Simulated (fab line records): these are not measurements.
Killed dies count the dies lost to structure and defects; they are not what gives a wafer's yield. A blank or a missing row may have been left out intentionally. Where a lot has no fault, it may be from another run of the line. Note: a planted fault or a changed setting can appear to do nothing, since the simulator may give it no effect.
Matching of chambers	flow gf180mcu	GF_V3_CVD_00 on hdpcvd-02 has 3 sister chambers
The step deposits SiO2, target thk 600 nm, time 100 s. 6 wafers are shown with their chamber, then 8 later ones without.

WAFERS WITH THEIR CHAMBER
wafer	chamber	pressureMtorr (mTorr)	sih4FlowSccm (sccm)
L931.2	2	6.005	59.91
L935.5	1	6.005	59.98
L937.1	0	5.998	60.06
L937.2	2	5.989	60.00
L937.5	0	6.008	60.11
L942.3	1	5.987	60.22

WAFERS WITHOUT THEIR CHAMBER
wafer	pressureMtorr (mTorr)	sih4FlowSccm (sccm)
L942.5	5.981	59.95
L942.6	5.988	60.08
L943.1	6.008	60.03
L943.3	6.025	60.08
L943.5	6.015	59.98
L944.3	6.026	60.22
L944.4	6.000	60.05
L944.5	6.025	59.78

WHICH CHAMBER EACH WENT THROUGH
wafer	from the rows above	in truth
L942.5	can't be placed: 2 or 1 or 0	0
L942.6	can't be placed: 1 or 0 or 2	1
L943.1	can't be placed: 0 or 2 or 1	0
L943.3	can't be placed: 0 or 1 or 2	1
L943.5	can't be placed: 0 or 2 or 1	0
L944.3	can't be placed: 0 or 1 or 2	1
L944.4	can't be placed: 0 or 1 or 2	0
L944.5	can't be placed: 2 or 0 or 1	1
Correctly placed: 0 of 8. These rows do not allow placing 8 (true chamber among the candidates in 8). Wrongly placed: 0.
How it was worked out, from the rows above alone: a wafer's distance from a chamber is the root of the sum, over the readings, of the square of ((its reading less the chamber's mean) divided by the reading's scatter). If the next closest chamber is less than 2 further off than the closest, the wafer can't be placed; otherwise it belongs to the closest. A chamber's mean is the mean of its shown wafers. The scatter: take each reading less its chamber's mean, square it, sum over the shown wafers, divide by the number of wafers less the number of chambers, and take the root.
